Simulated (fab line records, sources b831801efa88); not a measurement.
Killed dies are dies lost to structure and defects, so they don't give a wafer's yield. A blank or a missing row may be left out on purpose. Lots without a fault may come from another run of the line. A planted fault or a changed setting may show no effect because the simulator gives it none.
Chamber matching | flow gf180mcu | GF_V3_ETCH_16 on rie_diel-04: 4 sister chambers
The step etches BARC in N2/H2. 7 wafers are shown with their chamber, then 7 later ones without.

WAFERS WITH THEIR CHAMBER
wafer  | chamber | throttle_valve_pct (%) | n2_flow_sccm (sccm)
L227.6 | 1       | 13.217                 | 99.99
L236.2 | 2       | 13.218                 | 99.53
L243.3 | 2       | 13.232                 | 100.01
L243.5 | 0       | 13.232                 | 99.63
L243.6 | 3       | 13.221                 | 99.93
L244.3 | 0       | 13.219                 | 99.53
L244.5 | 3       | 13.224                 | 100.37

WAFERS WITHOUT THEIR CHAMBER
wafer  | throttle_valve_pct (%) | n2_flow_sccm (sccm)
L244.6 | 13.222                 | 100.18
L248.1 | 13.223                 | 99.62
L248.3 | 13.224                 | 99.99
L248.6 | 13.220                 | 100.20
L249.1 | 13.241                 | 100.11
L249.4 | 13.247                 | 100.34
L249.5 | 13.241                 | 99.87

WHICH CHAMBER EACH WENT THROUGH
wafer  | from the rows above               | in truth
L244.6 | can't be placed: 3 or 1 or 2      | 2
L248.1 | can't be placed: 0 or 2 or 1 or 3 | 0
L248.3 | can't be placed: 3 or 2 or 1 or 0 | 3
L248.6 | can't be placed: 3 or 1 or 2      | 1
L249.1 | can't be placed: 3 or 2 or 0 or 1 | 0
L249.4 | can't be placed: 3 or 2 or 0 or 1 | 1
L249.5 | can't be placed: 2 or 0 or 3 or 1 | 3
Placed correctly: 0 of 7. Can't be placed from these rows: 7 (the true chamber is among the candidates in 7). Placed wrongly: 0.
How it was worked out, from the rows above alone: a wafer's distance from a chamber is the root of the sum, over the readings, of the square of ((its reading less the chamber's mean) divided by the reading's scatter). The wafer belongs to the nearest chamber; if the next one is less than 2 further off, it can't be placed. A chamber's mean is the mean of its shown wafers. The scatter: the root of (the sum of the squares of (reading less its chamber's mean) over the shown wafers, divided by (wafers less chambers)).
